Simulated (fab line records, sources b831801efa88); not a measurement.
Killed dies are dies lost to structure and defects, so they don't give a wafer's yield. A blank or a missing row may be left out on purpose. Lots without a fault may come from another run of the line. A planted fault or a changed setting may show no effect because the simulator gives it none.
Tool commonality check | flow sfq_line | 13 lots, 39 wafers sampled

WHY IT WAS OPENED
At SFQ_I0_OVL_MEAS_908 the reading I0_OVL is flagged on 2 of 13 lots. Wafers without a fault read -1 nm, standard deviation 5.
Rule: a lot is flagged when every wafer of it that has a number lies more than 4 standard deviations from that mean, or none has a number. The other lots count as sound.

lot  | measured     | on         | I0_OVL (nm), wafer by wafer | flag
L175 | day 12 13:50 | overlay-01 | 1 -4 -2                     |
L176 | day 12 19:59 | overlay-02 | -13 -10 -15                 |
L177 | day 12 21:02 | overlay-01 | 1 -4 3                      |
L178 | day 13 09:02 | overlay-02 | 1 -3 2                      |
L179 | day 13 17:26 | overlay-02 | 4 -1 6                      |
L182 | day 15 05:13 | overlay-02 | 42 43 44                    | FLAGGED
L188 | day 16 09:56 | overlay-02 | 42 33 35                    | FLAGGED
L190 | day 17 04:53 | overlay-02 | 1 5 2                       |
L191 | day 17 06:34 | overlay-01 | -5 -8 -6                    |
L192 | day 23 06:56 | overlay-01 | -5 -4 -5                    |
L196 | day 26 00:34 | overlay-01 | -7 -3 -4                    |
L197 | day 26 06:34 | overlay-01 | 2 10 8                      |
L198 | day 26 12:34 | overlay-01 | -6 -4 -10                   |
The numbers of the flagged lots are 40 nm on average: +41 nm against the usual, or +8 standard deviations.

WHICH TOOL RAN EACH LOT
The record holds 1 process step before the reading, out of a route of 325 steps. In each cell: the tool, then ch and the chambers that the sampled wafers went through, then the start.
lot  | flag    | SFQ_TRILAYER_I0_VIA_LITHO_EXPOSE_032
L175 |         | krf_scanner-02 ch 0, day 12 12:20
L176 |         | krf_scanner-02 ch 0, day 12 18:20
L177 |         | krf_scanner-02 ch 0, day 12 19:44
L178 |         | krf_scanner-02 ch 0, day 13 07:44
L179 |         | krf_scanner-02 ch 0, day 13 15:56
L182 | FLAGGED | krf_scanner-01 ch 0, day 15 03:54
L188 | FLAGGED | krf_scanner-01 ch 0, day 16 08:50
L190 |         | krf_scanner-02 ch 0, day 17 03:23
L191 |         | krf_scanner-02 ch 0, day 17 05:04
L192 |         | krf_scanner-02 ch 0, day 23 05:26
L196 |         | krf_scanner-02 ch 0, day 25 23:04
L197 |         | krf_scanner-02 ch 0, day 26 05:04
L198 |         | krf_scanner-02 ch 0, day 26 11:16
What these steps do:
- SFQ_TRILAYER_I0_VIA_LITHO_EXPOSE_032: exposes mask I0, target cd 500 nm.
- SFQ_I0_OVL_MEAS_908

FLAGGED OVER TOTAL, TOOL BY TOOL (the gauges that took the reading come last)
step                                 | tool           | lots run | flagged | share of the flagged lots | sound lots run after its first flagged lot
SFQ_TRILAYER_I0_VIA_LITHO_EXPOSE_032 | krf_scanner-01 | 2        | 2       | all                       | 0
SFQ_TRILAYER_I0_VIA_LITHO_EXPOSE_032 | krf_scanner-02 | 11       | 0       | none                      | -
SFQ_I0_OVL_MEAS_908                  | overlay-01     | 7        | 0       | none                      | -
SFQ_I0_OVL_MEAS_908                  | overlay-02     | 6        | 2       | all                       | 1 (L190)

WHAT THE TABLE ALLOWS
2 rows of the table ran every flagged lot: krf_scanner-01 at SFQ_TRILAYER_I0_VIA_LITHO_EXPOSE_032, overlay-02 at SFQ_I0_OVL_MEAS_908.
- krf_scanner-01 at SFQ_TRILAYER_I0_VIA_LITHO_EXPOSE_032: 2 of its 2 lots flagged. It ran no sound lot before its first flagged lot in this sample, so the start can't be narrowed down.
- overlay-02 at SFQ_I0_OVL_MEAS_908: 2 of its 6 lots flagged. Sound lots ran on it after the first flagged one (L190), which a lasting fault on the whole tool wouldn't allow.
One tool is left: krf_scanner-01 at SFQ_TRILAYER_I0_VIA_LITHO_EXPOSE_032.

WHAT THE SIMULATOR HAD PUT IN
Scanner matching overlay: krf_scanner-01, from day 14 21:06 on, at SFQ_TRILAYER_I0_VIA_LITHO_EXPOSE_032. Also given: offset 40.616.
Lots struck among those shown: L182, L188. The rule above found the same.
